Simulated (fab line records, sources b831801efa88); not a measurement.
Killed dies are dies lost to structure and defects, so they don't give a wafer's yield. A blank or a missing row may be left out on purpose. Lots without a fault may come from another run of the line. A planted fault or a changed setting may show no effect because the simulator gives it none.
One fault seen from 2 desks | flow gf180mcu | each desk has only its own numbers; what lay behind them comes last

THE METROLOGY DESK
What the gauges read, lot by lot, whatever tool the lot ran on: means of the sampled wafers that have a number. A lot is out of limits, marked OUT, if its mean lies more than 4 standard deviations from the usual mean; the brackets give that distance.
Columns: A = cd_nm at GF_TOP_METAL_CD_MEAS_14, usual 440.1 nm; B = PASSIVATION_CVD_02_THK at GF_PASSIVATION_THK_MEAS_03, usual 700 nm
lot  | first seen here | A     | B
L436 | day 28 07:25    | 440.2 | 702
L438 | day 28 19:42    | 436.5 | 710
L441 | day 29 10:36    | 439.0 | 698
L442 | day 30 00:42    | 439.9 | 702
L443 | day 30 06:41    | 441.2 | 705
L444 | day 30 18:47    | 440.2 | 693
L445 | day 30 19:05    | 441.5 | 700
L449 | day 32 02:04    | 438.7 | 651 (-5.5) OUT
L450 | day 32 10:26    | 440.0 | 640 (-6.8) OUT
L451 | day 32 17:14    | 442.7 | 643 (-6.4) OUT
L456 | day 33 13:35    | 438.4 | 708
L458 | day 34 01:11    | 441.0 | 692
This desk's finding: out of limits on L449, L450, L451; first on L449, day 32 03:22 (PASSIVATION_CVD_02_THK at GF_PASSIVATION_THK_MEAS_03). In limits: L436, L438, L441, L442, L443, L444, L445, L456, L458.

THE TOOL OWNER'S DESK: pecvd-01
The tool's own readings at GF_PASSIVATION_CVD_02 (deposits Si3N4, target thk 700 nm, time 486.18 s): means of the sampled wafers that have a number, for each lot that ran on this tool. A lot is out of limits, marked OUT, if its mean lies more than 4 standard deviations from the usual mean; the brackets give that distance.
Columns: A = heater_power_w at GF_PASSIVATION_CVD_02, usual 703 W
lot  | first seen here | A
L441 | day 29 11:37    | 624
L444 | day 30 19:50    | 640
L449 | day 32 03:11    | 687
L450 | day 32 11:31    | 687
L451 | day 32 18:22    | 716
This desk's finding: nothing out of limits on any of the 5 lots.

PUT TOGETHER
The metrology desk could have raised an alarm at day 32 03:22, on L449, L450, L451.
The tool owner's desk saw nothing out of limits.
The tool owner's desk has L449, L450, L451 on record, within its limits.
Of the lots named, all ran GF_PASSIVATION_CVD_02 on pecvd-01.

WHAT THE SIMULATOR HAD PUT IN
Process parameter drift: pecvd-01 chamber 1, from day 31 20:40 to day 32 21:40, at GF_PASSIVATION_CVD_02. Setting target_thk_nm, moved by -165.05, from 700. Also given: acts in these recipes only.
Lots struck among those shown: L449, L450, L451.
Hours from the fault's start to each desk's first reading out of limits: the metrology desk, 7.
